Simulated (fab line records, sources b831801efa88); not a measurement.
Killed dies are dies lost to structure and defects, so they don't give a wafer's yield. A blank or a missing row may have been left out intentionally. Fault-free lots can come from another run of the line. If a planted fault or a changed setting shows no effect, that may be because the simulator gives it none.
Chamber matching    flow sfq_line    SFQ_TRILAYER_I5_ETCH_VIA_ETCH_147 on rie_diel-04 has 4 sister chambers
The step etches the open film in CHF3, stops on Nb, target depth 360 nm. 14 wafers are shown with their chamber, then 7 later ones without.

## EACH WAFER AND ITS CHAMBER
wafer   chamber  drypump_motor_current_A (A)  oes_product_au (a.u.)
L564.1  0        5.83                         0.988
L564.2  1        5.96                         0.986
L564.3  3        5.37                         1.005
L566.1  2        5.25                         0.984
L566.2  1        5.94                         0.989
L566.4  0        5.83                         0.972
L568.1  0        5.81                         0.977
L568.2  2        5.23                         0.989
L568.5  3        5.41                         1.003
L571.1  2        5.25                         0.984
L571.4  0        5.85                         0.974
L571.6  2        5.25                         0.991
L580.2  0        5.79                         0.975
L580.3  2        5.25                         0.995

SIGNATURES (averages over the wafers above)
reading                  chamber 0  chamber 1  chamber 2  chamber 3  scatter within a chamber
drypump_motor_current_A  5.8220     5.9500     5.2460     5.3900     0.0184
oes_product_au           0.97720    0.98750    0.98860    1.00400    0.00504
Rule: a wafer's distance from a chamber is the root of the sum, over the readings, of the square of ((its reading less the chamber's mean) divided by the reading's scatter). The wafer belongs to the nearest chamber; if the next one is less than 2 further off, it can't be placed. The scatter: the root of (the sum of the squares of (reading less its chamber's mean) over the shown wafers, divided by (wafers less chambers)).

## WAFERS WHOSE CHAMBER IS MISSING
wafer   drypump_motor_current_A (A)  oes_product_au (a.u.)
L580.5  5.37                         0.990
L581.2  5.23                         0.990
L581.4  5.86                         0.976
L581.6  5.83                         0.969
L587.2  5.35                         0.991
L587.3  5.83                         0.975
L587.6  5.36                         0.992

## EACH ONE'S CHAMBER
wafer   from the rows above  in truth
L580.5  3                    3
L581.2  2                    2
L581.4  0                    0
L581.6  0                    0
L587.2  3                    3
L587.3  0                    0
L587.6  3                    3
Correct placement for 7 of the 7. Left unplaced by these rows: 0. Placed wrongly: 0.
